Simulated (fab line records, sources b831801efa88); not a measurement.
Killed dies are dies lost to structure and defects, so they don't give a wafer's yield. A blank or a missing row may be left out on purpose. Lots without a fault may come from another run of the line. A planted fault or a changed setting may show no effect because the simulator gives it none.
fab line records | flow sky130
record lots=5 wafers=15 last_day=49
route steps=708 shown NWELL@81 PWDE@84 VT_ADJUST_HVTP@85 VT_ADJUST_LVTN@97 VT_ADJUST_NCORE@119
lots that met no fault: from a run of the same line without faults
start_h: hours from the record's first day to the start of the lot's first wafer shown | wait_h: hours since the lot's step before | " the same as in the row above | L1.1+2: a row that stands for several wafers | - no value, or no start given | * or withheld: withheld | < > ~ a bound
route shown NAME@n: a module of which the file shows steps, and the number in the route of the first | usual: mean/standard deviation of fault-free wafers | same: alike in all rows | chamber/n: place in a boat | sites: the reading at each site | _std_site: their standard deviation | _edge_site: outer sites' mean less inner sites' | radius_mm: how far each site lies from the wafer's centre | mask NAME#n: copy n | behind: the tool/chamber that last shaped the wafer | hold: why the lot was held/for how many hours/how that ended | device: the transistor (n, p or np) that didn't switch | end of line: the same wafers' tests at the end of the route | a step without rows: its recipe alone | killed: dies lost to structure and defects at the first sort, not the wafer's yield | map: a wafer's dies, x killed, . not, _ none there
set.NAME: the setting as run; set.NAME@STEP: as run at that earlier step | model.NAME: the simulator's own value behind a step, which no gauge read
lots at some steps of the route; a table a step, a row a wafer
services: from which hour (start_h, from the record's first day; less than 0 if before it) a tool's chamber was out of use, for how many hours, and why
## steps
# step SKY_NWELL_RTA_28
# recipe temp_c=1050 time_s=30 idle_temp_c=650 ramp_up_c_per_s=150 ramp_down_c_per_s=90 ambient=N2
# usual anneal_temp_c_max=1056.2/1.4 lamp_power_pct=25.31/0.052 wafer_temp_C_max=1054.9/0.93
# same time_s=30
# columns lot.wafer tool chamber start_h wait_h anneal_temp_c_max lamp_power_pct wafer_temp_C_max
L079.1 rtp_anneal-01 0 143.58 0.0 1055.1 25.21 1055.6
L079.2 " 0 " " 1054.9 25.41 1055.3
L079.5 " 0 " " 1055.1 25.28 1054.1
L078.1 rtp_anneal-02 0 144.28 0.0 1056.7 25.37 1055.2
L078.4 " 0 " " 1059.1 25.38 1054.9
L078.6 " 0 " " 1057.3 25.35 1054.7
L084.3 rtp_anneal-01 0 164.84 0.0 1056.7 25.27 1053.6
L084.4 " 0 " " 1055.6 25.33 1053.9
L084.6 " 0 " " 1055.3 25.28 1054.2
L085.2 rtp_anneal-01 0 169.22 0.0 1055.6 25.33 1056.6
L085.3 " 0 " " 1054.9 25.36 1054.4
L085.4 " 0 " " 1055.7 25.17 1054.4
L094.2 rtp_anneal-02 0 225.75 0.0 1054.8 25.26 1056.3
L094.3 " 0 " " 1055.4 25.33 1055.1
L094.4 " 0 " " 1059.8 25.23 1056.1
# step SKY_NWELL_RS_MEAS_29
# recipe thk_meas_gauge=four-point-probe
# usual NWELL_RS=623.7/1.9
# columns lot.wafer tool chamber start_h wait_h NWELL_RS[ohm/sq]
L079.1 film_metro-03 - 143.68 0.1 624.0
L079.2 " - " " 623.0
L079.5 " - " " 621.6
L078.1 film_metro-02 - 144.38 0.1 623.2
L078.4 " - " " 622.5
L078.6 " - " " 620.8
L084.3 film_metro-02 - 164.95 0.1 625.6
L084.4 " - " " 626.5
L084.6 " - " " 623.4
L085.2 film_metro-02 - 169.33 0.1 623.0
L085.3 " - " " 624.9
L085.4 " - " " 622.6
L094.2 film_metro-04 - 225.86 0.1 621.2
L094.3 " - " " 623.2
L094.4 " - " " 623.9
# step SKY_NWELL_RS_MEAS_31
# recipe thk_meas_gauge=four-point-probe
# usual PWDE_RS=5226/18
# columns lot.wafer tool chamber start_h wait_h PWDE_RS[ohm/sq]
L079.1 film_metro-03 - 143.92 0.1 5220
L079.2 " - " " 5231
L079.5 " - " " 5220
L078.1 film_metro-02 - 144.62 0.1 5231
L078.4 " - " " 5228
L078.6 " - " " 5235
L084.3 film_metro-02 - 165.19 0.1 5275
L084.4 " - " " 5272
L084.6 " - " " 5257
L085.2 film_metro-02 - 169.57 0.1 5232
L085.3 " - " " 5192
L085.4 " - " " 5218
L094.2 film_metro-04 - 226.10 0.1 5219
L094.3 " - " " 5209
L094.4 " - " " 5218
# step SKY_VT_ADJUST_HVTP_DEHYDRATE_00
# recipe temp_c=200 time_s=60
# same time_s=60
# columns lot.wafer tool chamber start_h wait_h
L079.1+2+5 litho_track-01 0 152.92 9.0
L078.1+4+6 litho_track-04 0 153.81 9.2
L084.3+4+6 litho_track-01 0 175.22 10.0
L085.2+3+4 litho_track-04 0 179.73 10.1
L094.2+3+4 litho_track-04 0 236.68 10.6
# step SKY_VT_ADJUST_HVTP_HMDS_01
# recipe prime_time_s=60 prime_temp_c=120
# columns lot.wafer tool chamber start_h wait_h
L079.1+2+5 litho_track-01 0 153.07 0.1
L078.1+4+6 litho_track-04 0 153.96 0.1
L084.3+4+6 litho_track-01 0 175.37 0.1
L085.2+3+4 litho_track-04 0 179.88 0.1
L094.2+3+4 litho_track-04 0 236.83 0.1
# step SKY_VT_ADJUST_HVTP_COAT_02
# recipe resist=NOVOLAK spin_rpm=3000 resist_thk_nm=1140
# columns lot.wafer tool chamber start_h wait_h
L079.1+2+5 litho_track-01 0 153.22 0.1
L078.1+4+6 litho_track-04 0 154.11 0.1
L084.3+4+6 litho_track-01 0 175.52 0.1
L085.2+3+4 litho_track-04 0 180.03 0.1
L094.2+3+4 litho_track-04 0 236.98 0.1
# step SKY_VT_ADJUST_HVTP_SOFTBAKE_03
# recipe temp_c=90 time_s=60 resist=NOVOLAK
# same time_s=60
# columns lot.wafer tool chamber start_h wait_h
L079.1+2+5 litho_track-01 0 153.37 0.1
L078.1+4+6 litho_track-04 0 154.26 0.1
L084.3+4+6 litho_track-01 0 175.67 0.1
L085.2+3+4 litho_track-04 0 180.18 0.1
L094.2+3+4 litho_track-04 0 237.13 0.1
# step SKY_VT_ADJUST_HVTP_EXPOSE_04
# recipe mask_id=HVTPM na=0.6 source_shape=conventional sigma_outer=0.6 polarization=unpolarized target_cd_nm=380 dose_mj=140
# columns lot.wafer tool chamber start_h wait_h mask
L079.1+2+5 iline_stepper-02 0 - - HVTPM#0
L078.1+4+6 iline_stepper-02 0 - - HVTPM#0
L084.3+4+6 iline_stepper-01 0 - - HVTPM#0
L085.2+3+4 iline_stepper-02 0 - - HVTPM#0
L094.2+3+4 iline_stepper-01 0 - - HVTPM#0
# step SKY_VT_ADJUST_HVTP_PEB_05
# recipe temp_c=withheld time_s=* resist=NOVOLAK
# same time_s=*
# columns lot.wafer tool chamber start_h wait_h
L079.1+2+5 litho_track-01 0 - -
L078.1+4+6 litho_track-01 0 - -
L084.3+4+6 litho_track-04 0 - -
L085.2+3+4 litho_track-04 0 - -
L094.2+3+4 litho_track-01 0 - -
# step SKY_VT_ADJUST_HVTP_DEVELOP_06
# recipe resist=NOVOLAK developer=TMAH develop_time_s=60 dev_temp_c=23
# columns lot.wafer tool chamber start_h wait_h
L079.1+2+5 litho_track-01 0 163.47 0.1
L078.1+4+6 litho_track-01 0 164.07 0.1
L084.3+4+6 litho_track-04 0 185.51 0.1
L085.2+3+4 litho_track-04 0 190.58 0.1
L094.2+3+4 litho_track-01 0 248.25 0.1
# step SKY_VT_ADJUST_HVTP_CD_MEAS_07
# recipe target_cd_nm=380
# usual cd_nm=380.3/2.6
# columns lot.wafer tool chamber start_h wait_h cd_nm
L079.1 cd_sem-02 - 163.62 0.1 381.3
L079.2 " - " " 381.6
L079.5 " - " " 381.1
L078.1 cd_sem-02 - 164.22 0.1 378.5
L078.4 " - " " 382.0
L078.6 " - " " 382.3
L084.3 cd_sem-02 - 185.65 0.1 380.7
L084.4 " - " " 384.3
L084.6 " - " " 383.4
L085.2 cd_sem-02 - 190.73 0.1 382.9
L085.3 " - " " 380.6
L085.4 " - " " 378.2
L094.2 cd_sem-02 - 248.39 0.1 384.7
L094.3 " - " " 383.4
L094.4 " - " " 385.9
# step SKY_VT_ADJUST_HVTP_OVL_MEAS_08
# usual VT_ADJUST_HVTP_OVL=0.4/1.4
# columns lot.wafer tool chamber start_h wait_h VT_ADJUST_HVTP_OVL[nm]
L079.1 overlay-02 - 163.74 0.1 0.5
L079.2 " - " " -0.4
L079.5 " - " " 0.6
L078.1 overlay-02 - 164.34 0.1 -0.2
L078.4 " - " " -0.3
L078.6 " - " " 1.3
L084.3 overlay-02 - 185.74 0.1 0.2
L084.4 " - " " 1.1
L084.6 " - " " 0.5
L085.2 overlay-01 - 190.84 0.1 1.6
L085.3 " - " " 0.9
L085.4 " - " " 1.0
L094.2 overlay-02 - 248.50 0.1 1.3
L094.3 " - " " 1.8
L094.4 " - " " 0.8
# step SKY_VT_ADJUST_HVTP_IMPLANT_09
# recipe species=As energy_kev=150 dose_cm2=4.3e+12 tilt_deg=withheld
# columns lot.wafer tool chamber start_h wait_h
L079.1+2+5 implanter-01 0 163.78 0.0
L078.1+4+6 implanter-03 0 164.38 0.0
L084.3+4+6 implanter-04 0 185.82 0.1
L085.2+3+4 implanter-04 0 190.89 0.0
L094.2+3+4 implanter-04 0 248.55 0.0
# step SKY_VT_ADJUST_HVTP_STRIP_10
# recipe chemistry=O2/N2 power_w=1400 pressure_mtorr=1500 platen_temp_c=withheld o2_flow_sccm=3000 n2_flow_sccm=300 overash_fraction=0.5
# usual drypump_motor_current_A=5.5/0.41 oes_product_au=0.716/0.0041 strip_time_to_endpoint_s=14.20/0.039
# columns lot.wafer tool chamber start_h wait_h drypump_motor_current_A oes_product_au rf_hours_counter_h strip_time_to_endpoint_s
L079.1 plasma_asher-02 0 163.93 0.1 5.6 0.713 4 14.22
L079.2 " 1 " " 5.3 0.705 4 14.21
L079.5 " 0 " " 5.6 0.713 - 14.23
L078.1 plasma_asher-02 0 164.53 0.1 5.6 0.714 5 14.19
L078.4 " 0 " " 5.6 0.719 - 14.17
L078.6 " 0 " " 5.6 0.709 - 14.14
L084.3 plasma_asher-03 0 185.95 0.1 4.9 0.714 - 14.21
L084.4 " 1 " " 5.9 0.718 - 14.18
L084.6 " 1 " " 5.9 0.708 - 14.18
L085.2 plasma_asher-03 0 191.02 0.1 4.9 0.720 37 14.15
L085.3 " 1 " " 5.9 0.714 - 14.16
L085.4 " 0 " " 4.9 0.714 - 14.16
L094.2 plasma_asher-03 1 248.68 0.1 5.9 0.716 43 14.19
L094.3 " 0 " " 4.9 0.718 - 14.19
L094.4 " 1 " " 5.9 0.720 - 14.18
# step SKY_VT_ADJUST_HVTP_TW_MEAS_11
# usual VT_ADJUST_HVTP_TW=1355/5.9
# columns lot.wafer tool chamber start_h wait_h VT_ADJUST_HVTP_TW
L079.1 film_metro-01 - 164.03 0.1 1354
L079.2 " - " " 1355
L079.5 " - " " 1351
L078.1 film_metro-01 - 164.63 0.1 1351
L078.4 " - " " 1344
L078.6 " - " " 1347
L084.3 film_metro-03 - 186.04 0.1 1357
L084.4 " - " " 1355
L084.6 " - " " 1361
L085.2 film_metro-01 - 191.13 0.1 1354
L085.3 " - " " 1356
L085.4 " - " " 1350
L094.2 film_metro-01 - 248.79 0.1 1357
L094.3 " - " " 1367
L094.4 " - " " 1364
# step SKY_VT_ADJUST_LVTN_DEHYDRATE_00
# recipe temp_c=200 time_s=60
# same time_s=60
# columns lot.wafer tool chamber start_h wait_h
L079.1+2+5 litho_track-03 0 173.55 9.5
L078.1+4+6 litho_track-01 0 174.17 9.5
L084.3+4+6 litho_track-02 0 196.89 10.8
L085.2+3+4 litho_track-01 0 201.20 10.1
L094.2+3+4 litho_track-03 0 258.73 9.9
# step SKY_VT_ADJUST_LVTN_HMDS_01
# recipe prime_time_s=60 prime_temp_c=120
# columns lot.wafer tool chamber start_h wait_h
L079.1+2+5 litho_track-03 0 173.70 0.1
L078.1+4+6 litho_track-01 0 174.32 0.1
L084.3+4+6 litho_track-02 0 197.04 0.1
L085.2+3+4 litho_track-01 0 201.35 0.1
L094.2+3+4 litho_track-03 0 258.88 0.1
# step SKY_VT_ADJUST_LVTN_COAT_02
# recipe spin_rpm=2000 resist_thk_nm=3043
# columns lot.wafer tool chamber start_h wait_h
L079.1+2+5 litho_track-03 0 173.85 0.1
L078.1+4+6 litho_track-01 0 174.47 0.1
L084.3+4+6 litho_track-02 0 197.19 0.1
L085.2+3+4 litho_track-01 0 201.50 0.1
L094.2+3+4 litho_track-03 0 259.03 0.1
# step SKY_VT_ADJUST_LVTN_SOFTBAKE_03
# recipe temp_c=110 time_s=withheld
# columns lot.wafer tool chamber start_h wait_h
L079.1+2+5 litho_track-03 0 174.00 0.1
L078.1+4+6 litho_track-01 0 174.62 0.1
L084.3+4+6 litho_track-02 0 197.35 0.1
L085.2+3+4 litho_track-01 0 201.66 0.1
L094.2+3+4 litho_track-03 0 259.19 0.1
# step SKY_VT_ADJUST_LVTN_EXPOSE_04
# recipe mask_id=NWM_COMPLEMENT_LESS_NATIVE na=0.6 source_shape=conventional sigma_outer=0.6 polarization=unpolarized target_cd_nm=840 dose_mj=194
# columns lot.wafer tool chamber start_h wait_h mask
L079.1+2+5 iline_stepper-02 0 - - NWM_COMPLEMENT_LESS_NATIVE#0
L078.1+4+6 iline_stepper-01 0 - - NWM_COMPLEMENT_LESS_NATIVE#0
L084.3+4+6 iline_stepper-02 0 - - NWM_COMPLEMENT_LESS_NATIVE#0
L085.2+3+4 iline_stepper-02 0 - - NWM_COMPLEMENT_LESS_NATIVE#0
L094.2+3+4 iline_stepper-01 0 - - NWM_COMPLEMENT_LESS_NATIVE#0
# step SKY_VT_ADJUST_LVTN_PEB_05
# recipe temp_c=115 time_s=withheld
# columns lot.wafer tool chamber start_h wait_h
L079.1+2+5 litho_track-02 0 - -
L078.1+4+6 litho_track-02 0 - -
L084.3+4+6 litho_track-01 0 - -
L085.2+3+4 litho_track-02 0 - -
L094.2+3+4 litho_track-02 0 - -
# step SKY_VT_ADJUST_LVTN_DEVELOP_06
# recipe wall_angle_deg=90 developer=TMAH develop_time_s=60 dev_temp_c=23
# columns lot.wafer tool chamber start_h wait_h
L079.1+2+5 litho_track-02 0 - -
L078.1+4+6 litho_track-02 0 - -
L084.3+4+6 litho_track-01 0 - -
L085.2+3+4 litho_track-02 0 - -
L094.2+3+4 litho_track-02 0 - -
# step SKY_VT_ADJUST_LVTN_OVL_MEAS_07
# usual VT_ADJUST_LVTN_OVL=-0.9/1.4
# columns lot.wafer tool chamber start_h wait_h VT_ADJUST_LVTN_OVL[nm]
L079.1 overlay-01 - 184.64 - -3.7
L079.2 " - " " -4.5
L079.5 " - " " -2.7
L078.1 overlay-02 - 184.99 - -1.5
L078.4 " - " " 0.3
L078.6 " - " " 0.3
L084.3 overlay-02 - 207.89 - -2.4
L084.4 " - " " -1.8
L084.6 " - " " -2.7
L085.2 overlay-01 - 212.54 - -0.4
L085.3 " - " " 0.4
L085.4 " - " " -0.3
L094.2 overlay-02 - 271.24 - -3.0
L094.3 " - " " -0.8
L094.4 " - " " 0.6
# step SKY_VT_ADJUST_LVTN_IMPLANT_08
# recipe species=B energy_kev=30 dose_cm2=1.57e+12 tilt_deg=withheld
# columns lot.wafer tool chamber start_h wait_h
L079.1+2+5 implanter-02 0 184.67 0.0
L078.1+4+6 implanter-02 0 185.02 0.0
L084.3+4+6 implanter-03 0 207.96 0.1
L085.2+3+4 implanter-03 0 212.60 0.0
L094.2+3+4 implanter-04 0 271.30 0.0
# step SKY_VT_ADJUST_LVTN_STRIP_09
# recipe chemistry=O2/N2 power_w=1400 pressure_mtorr=1500 platen_temp_c=withheld o2_flow_sccm=3000 n2_flow_sccm=300 overash_fraction=0.5
# usual drypump_motor_current_A=5.4/0.43 oes_product_au=0.723/0.005 strip_time_to_endpoint_s=37.45/0.095
# columns lot.wafer tool chamber start_h wait_h drypump_motor_current_A oes_product_au rf_hours_counter_h strip_time_to_endpoint_s
L079.1 plasma_asher-04 1 184.82 0.1 4.9 0.732 51 37.55
L079.2 " 0 " " 6.0 0.711 51 37.53
L079.5 " 1 " " 4.9 0.722 - 37.47
L078.1 plasma_asher-02 1 185.17 0.1 5.3 0.716 7 37.57
L078.4 " 0 " " 5.7 0.725 - 37.53
L078.6 " 1 " " 5.3 0.727 - 37.64
L084.3 plasma_asher-02 0 208.09 0.1 5.6 0.731 - 37.54
L084.4 " 1 " " 5.3 0.719 - 37.45
L084.6 " 1 " " 5.3 0.724 - 37.54
L085.2 plasma_asher-04 1 212.72 0.1 4.9 0.723 54 37.52
L085.3 " 0 " " 6.0 0.734 - 37.62
L085.4 " 1 " " 4.9 0.725 - 37.47
L094.2 plasma_asher-03 0 271.42 0.1 4.9 0.727 45 37.22
L094.3 " 0 " " 4.9 0.722 - 37.24
L094.4 " 1 " " 5.9 0.720 - 37.33
# step SKY_VT_ADJUST_LVTN_TW_MEAS_10
# usual VT_ADJUST_LVTN_TW=240.8/1.7
# columns lot.wafer tool chamber start_h wait_h VT_ADJUST_LVTN_TW
L079.1 film_metro-01 - 184.92 0.1 240.1
L079.2 " - " " 241.5
L079.5 " - " " 240.6
L078.1 film_metro-04 - 185.27 0.1 239.8
L078.4 " - " " 239.6
L078.6 " - " " 238.0
L084.3 film_metro-01 - 208.18 0.1 239.9
L084.4 " - " " 240.5
L084.6 " - " " 239.8
L085.2 film_metro-01 - 212.83 0.1 240.5
L085.3 " - " " 241.0
L085.4 " - " " 240.7
L094.2 film_metro-02 - 271.53 0.1 241.4
L094.3 " - " " 241.6
L094.4 " - " " 241.0
# step SKY_VT_ADJUST_LVTN_DEHYDRATE_11
# recipe temp_c=200 time_s=60
# same time_s=60
# columns lot.wafer tool chamber start_h wait_h
L079.1+2+5 litho_track-01 0 195.37 10.4
L078.1+4+6 litho_track-03 0 196.00 10.7
L084.3+4+6 litho_track-03 0 218.65 10.5
L085.2+3+4 litho_track-02 0 223.46 10.6
L094.2+3+4 litho_track-03 0 282.63 11.1
# step SKY_VT_ADJUST_LVTN_HMDS_12
# recipe prime_time_s=60 prime_temp_c=120
# columns lot.wafer tool chamber start_h wait_h
L079.1+2+5 litho_track-01 0 195.52 0.1
L078.1+4+6 litho_track-03 0 196.15 0.1
L084.3+4+6 litho_track-03 0 218.80 0.1
L085.2+3+4 litho_track-02 0 223.61 0.1
L094.2+3+4 litho_track-03 0 282.78 0.1
# step SKY_VT_ADJUST_LVTN_COAT_13
# recipe resist=NOVOLAK spin_rpm=3000 resist_thk_nm=1140
# columns lot.wafer tool chamber start_h wait_h
L079.1+2+5 litho_track-01 0 195.67 0.1
L078.1+4+6 litho_track-03 0 196.30 0.1
L084.3+4+6 litho_track-03 0 218.95 0.1
L085.2+3+4 litho_track-02 0 223.76 0.1
L094.2+3+4 litho_track-03 0 282.93 0.1
# step SKY_VT_ADJUST_LVTN_SOFTBAKE_14
# recipe temp_c=90 time_s=60 resist=NOVOLAK
# same time_s=60
# columns lot.wafer tool chamber start_h wait_h
L079.1+2+5 litho_track-01 0 195.82 0.1
L078.1+4+6 litho_track-03 0 196.45 0.1
L084.3+4+6 litho_track-03 0 219.10 0.1
L085.2+3+4 litho_track-02 0 223.91 0.1
L094.2+3+4 litho_track-03 0 283.08 0.1
# step SKY_VT_ADJUST_LVTN_EXPOSE_15
# recipe mask_id=HVN_STD_DERIVED na=0.6 source_shape=conventional sigma_outer=0.6 polarization=unpolarized target_cd_nm=600 dose_mj=163
# columns lot.wafer tool chamber start_h wait_h mask
L079.1+2+5 iline_stepper-02 0 - - HVN_STD_DERIVED#0
L078.1+4+6 iline_stepper-01 0 - - HVN_STD_DERIVED#0
L084.3+4+6 iline_stepper-02 0 - - HVN_STD_DERIVED#0
L085.2+3+4 iline_stepper-02 0 - - HVN_STD_DERIVED#0
L094.2+3+4 iline_stepper-01 0 - - HVN_STD_DERIVED#0
# step SKY_VT_ADJUST_LVTN_PEB_16
# recipe temp_c=withheld time_s=* resist=NOVOLAK
# same time_s=*
# columns lot.wafer tool chamber start_h wait_h
L079.1+2+5 litho_track-03 0 - -
L078.1+4+6 litho_track-01 0 - -
L084.3+4+6 litho_track-02 0 - -
L085.2+3+4 litho_track-03 0 - -
L094.2+3+4 litho_track-02 0 - -
# step SKY_VT_ADJUST_LVTN_DEVELOP_17
# recipe resist=NOVOLAK developer=TMAH develop_time_s=60 dev_temp_c=23
# columns lot.wafer tool chamber start_h wait_h
L079.1+2+5 litho_track-03 0 205.80 0.1
L078.1+4+6 litho_track-01 0 207.37 0.1
L084.3+4+6 litho_track-02 0 230.04 0.1
L085.2+3+4 litho_track-03 0 235.43 0.1
L094.2+3+4 litho_track-02 0 296.06 0.1
# step SKY_VT_ADJUST_LVTN_OVL_MEAS_18
# usual VT_ADJUST_LVTN_01_OVL=-0.2/1.3
# columns lot.wafer tool chamber start_h wait_h VT_ADJUST_LVTN_01_OVL[nm]
L079.1 overlay-01 - 205.95 0.1 0.7
L079.2 " - " " -1.1
L079.5 " - " " 0.0
L078.1 overlay-02 - 207.52 0.1 1.4
L078.4 " - " " 1.1
L078.6 " - " " 2.1
L084.3 overlay-01 - 230.15 0.1 -2.4
L084.4 " - " " -1.2
L084.6 " - " " -3.7
L085.2 overlay-02 - 235.56 0.1 0.0
L085.3 " - " " 0.0
L085.4 " - " " 0.0
L094.2 overlay-01 - 296.19 0.1 -0.9
L094.3 " - " " -1.0
L094.4 " - " " -0.5
# step SKY_VT_ADJUST_LVTN_IMPLANT_19
# recipe species=B energy_kev=30 dose_cm2=6.5e+11 tilt_deg=withheld
# columns lot.wafer tool chamber start_h wait_h
L079.1+2+5 implanter-02 0 205.99 0.0
L078.1+4+6 implanter-04 0 207.56 0.0
L084.3+4+6 implanter-03 0 230.22 0.1
L085.2+3+4 implanter-03 0 235.61 0.0
L094.2+3+4 implanter-03 0 296.25 0.0
# step SKY_VT_ADJUST_LVTN_STRIP_20
# recipe chemistry=O2/N2 power_w=1400 pressure_mtorr=1500 platen_temp_c=withheld o2_flow_sccm=3000 n2_flow_sccm=300 overash_fraction=0.5
# usual drypump_motor_current_A=5.4/0.48 oes_product_au=0.716/0.0043 strip_time_to_endpoint_s=14.19/0.036
# columns lot.wafer tool chamber start_h wait_h drypump_motor_current_A oes_product_au rf_hours_counter_h strip_time_to_endpoint_s
L079.1 plasma_asher-03 0 206.14 0.1 4.9 0.712 38 14.23
L079.2 " 1 " " 5.9 0.714 38 14.21
L079.5 " 1 " " 5.9 0.712 - 14.20
L078.1 plasma_asher-04 1 207.71 0.1 4.9 0.709 54 14.18
L078.4 " 1 " " 4.9 0.725 - 14.21
L078.6 " 1 " " 4.9 0.716 - 14.20
L084.3 plasma_asher-02 0 230.36 0.1 5.6 0.717 - 14.15
L084.4 " 1 " " 5.4 0.726 - 14.13
L084.6 " 1 " " 5.4 0.718 - 14.12
L085.2 plasma_asher-04 1 235.74 0.1 4.9 0.717 57 14.23
L085.3 " 0 " " 6.0 0.716 - 14.15
L085.4 " 1 " " 4.9 0.717 - 14.20
L094.2 plasma_asher-03 1 296.37 0.1 5.9 0.718 47 14.20
L094.3 " 0 " " 4.9 0.715 - 14.15
L094.4 " 1 " " 5.9 0.713 - 14.14
# step SKY_VT_ADJUST_LVTN_TW_MEAS_21
# usual VT_ADJUST_LVTN_2_TW=187.4/1.6
# columns lot.wafer tool chamber start_h wait_h VT_ADJUST_LVTN_2_TW
L079.1 film_metro-02 - 206.24 0.1 189.7
L079.2 " - " " 189.8
L079.5 " - " " 189.9
L078.1 film_metro-04 - 207.81 0.1 185.0
L078.4 " - " " 185.3
L078.6 " - " " 186.0
L084.3 film_metro-02 - 230.44 0.1 188.7
L084.4 " - " " 188.7
L084.6 " - " " 189.3
L085.2 film_metro-01 - 235.85 0.1 188.8
L085.3 " - " " 187.4
L085.4 " - " " 187.6
L094.2 film_metro-01 - 296.48 0.1 188.8
L094.3 " - " " 187.3
L094.4 " - " " 188.8
# step SKY_VT_ADJUST_NCORE_DEHYDRATE_00
# recipe temp_c=200 time_s=60
# same time_s=60
# columns lot.wafer tool chamber start_h wait_h
L079.1+2+5 litho_track-02 0 216.74 10.5
L078.1+4+6 litho_track-01 0 218.07 10.3
L084.3+4+6 litho_track-01 0 241.32 10.9
L085.2+3+4 litho_track-01 0 247.20 11.3
L094.2+3+4 litho_track-04 0 307.98 11.5
# step SKY_VT_ADJUST_NCORE_HMDS_01
# recipe prime_time_s=60 prime_temp_c=120
# columns lot.wafer tool chamber start_h wait_h
L079.1+2+5 litho_track-02 0 216.89 0.1
L078.1+4+6 litho_track-01 0 218.22 0.1
L084.3+4+6 litho_track-01 0 241.47 0.1
L085.2+3+4 litho_track-01 0 247.35 0.1
L094.2+3+4 litho_track-04 0 308.13 0.1
# step SKY_VT_ADJUST_NCORE_COAT_02
# recipe resist=NOVOLAK spin_rpm=3000 resist_thk_nm=1151
# columns lot.wafer tool chamber start_h wait_h
L079.1+2+5 litho_track-02 0 217.04 0.1
L078.1+4+6 litho_track-01 0 218.37 0.1
L084.3+4+6 litho_track-01 0 241.62 0.1
L085.2+3+4 litho_track-01 0 247.50 0.1
L094.2+3+4 litho_track-04 0 308.28 0.1
# step SKY_VT_ADJUST_NCORE_SOFTBAKE_03
# recipe temp_c=90 time_s=60 resist=NOVOLAK
# same time_s=60
# columns lot.wafer tool chamber start_h wait_h
L079.1+2+5 litho_track-02 0 217.19 0.1
L078.1+4+6 litho_track-01 0 218.52 0.1
L084.3+4+6 litho_track-01 0 241.77 0.1
L085.2+3+4 litho_track-01 0 247.65 0.1
L094.2+3+4 litho_track-04 0 308.43 0.1
# step SKY_VT_ADJUST_NCORE_EXPOSE_04
# recipe mask_id=LVTN_COMPLEMENT_THIN na=0.6 source_shape=conventional sigma_outer=0.6 polarization=unpolarized target_cd_nm=380 dose_mj=139
# columns lot.wafer tool chamber start_h wait_h mask
L079.1+2+5 iline_stepper-01 0 - - LVTN_COMPLEMENT_THIN#0
L078.1+4+6 iline_stepper-01 0 - - LVTN_COMPLEMENT_THIN#0
L084.3+4+6 iline_stepper-02 0 - - LVTN_COMPLEMENT_THIN#0
L085.2+3+4 iline_stepper-02 0 - - LVTN_COMPLEMENT_THIN#0
L094.2+3+4 iline_stepper-02 0 - - LVTN_COMPLEMENT_THIN#0
# step SKY_VT_ADJUST_NCORE_PEB_05
# recipe temp_c=withheld time_s=* resist=NOVOLAK
# same time_s=*
# columns lot.wafer tool chamber start_h wait_h
L079.1+2+5 litho_track-01 0 - -
L078.1+4+6 litho_track-04 0 - -
L084.3+4+6 litho_track-04 0 - -
L085.2+3+4 litho_track-02 0 - -
L094.2+3+4 litho_track-01 0 - -
# step SKY_VT_ADJUST_NCORE_DEVELOP_06
# recipe resist=NOVOLAK developer=TMAH develop_time_s=60 dev_temp_c=23
# columns lot.wafer tool chamber start_h wait_h
L079.1+2+5 litho_track-01 0 227.97 0.1
L078.1+4+6 litho_track-04 0 229.11 0.1
L084.3+4+6 litho_track-04 0 252.41 0.1
L085.2+3+4 litho_track-02 0 258.31 0.1
L094.2+3+4 litho_track-01 0 321.65 0.1
# step SKY_VT_ADJUST_NCORE_CD_MEAS_07
# recipe target_cd_nm=380
# usual cd_nm=379.8/2.6
# columns lot.wafer tool chamber start_h wait_h cd_nm
L079.1 cd_sem-02 - 228.12 0.1 379.6
L079.2 " - " " 375.7
L079.5 " - " " 375.6
L078.1 cd_sem-02 - 229.26 0.1 377.1
L078.4 " - " " 374.6
L078.6 " - " " 377.4
L084.3 cd_sem-02 - 252.55 0.1 378.8
L084.4 " - " " 376.0
L084.6 " - " " 378.8
L085.2 cd_sem-02 - 258.46 0.1 381.2
L085.3 " - " " 383.6
L085.4 " - " " 383.7
L094.2 cd_sem-02 - 321.79 0.1 383.2
L094.3 " - " " 384.4
L094.4 " - " " 385.8
# step SKY_VT_ADJUST_NCORE_OVL_MEAS_08
# usual VT_ADJUST_NCORE_OVL=-0.8/1.2
# columns lot.wafer tool chamber start_h wait_h VT_ADJUST_NCORE_OVL[nm]
L079.1 overlay-01 - 228.24 0.1 -2.3
L079.2 " - " " -0.8
L079.5 " - " " 0.9
L078.1 overlay-02 - 229.38 0.1 -0.6
L078.4 " - " " -1.0
L078.6 " - " " -0.3
L084.3 overlay-02 - 252.64 0.1 -2.5
L084.4 " - " " -0.9
L084.6 " - " " -1.3
L085.2 overlay-01 - 258.56 0.1 -2.1
L085.3 " - " " -2.6
L085.4 " - " " -1.5
L094.2 overlay-02 - 321.90 0.1 -0.8
L094.3 " - " " -1.5
L094.4 " - " " -1.0
# step SKY_VT_ADJUST_NCORE_IMPLANT_09
# recipe species=B energy_kev=10 dose_cm2=2.4e+12 tilt_deg=withheld
# columns lot.wafer tool chamber start_h wait_h
L079.1+2+5 implanter-01 0 228.28 0.0
L078.1+4+6 implanter-01 0 229.41 0.0
L084.3+4+6 implanter-01 0 252.71 0.1
L085.2+3+4 implanter-01 0 258.62 0.0
L094.2+3+4 implanter-02 0 321.95 0.0
## services
# columns tool chamber start_h hours kind
plasma_asher-02 - 135.51 2.7 repair
implanter-04 - 160.81 3.8 pm
implanter-04 - 166.43 1.2 repair
iline_stepper-02 - 169.15 1.7 pm
implanter-04 - 178.19 5.1 repair
implanter-02 - 179.72 3.2 repair
iline_stepper-01 - 185.99 4.4 pm
iline_stepper-01 - 190.75 2.1 pm
iline_stepper-01 - 192.84 - consumable_replace:lamp
rtp_anneal-02 - 200.32 3.5 pm
iline_stepper-01 - 200.79 1.7 pm
plasma_asher-04 - 200.80 1.1 repair
iline_stepper-01 - 213.55 2.7 repair
plasma_asher-02 - 217.26 1.2 repair
implanter-01 - 221.91 4.9 pm
implanter-01 - 233.20 2.2 pm
implanter-04 - 241.87 2.8 repair
implanter-01 - 283.57 2.3 repair
plasma_asher-04 - 314.73 1.1 repair
## key
fault none
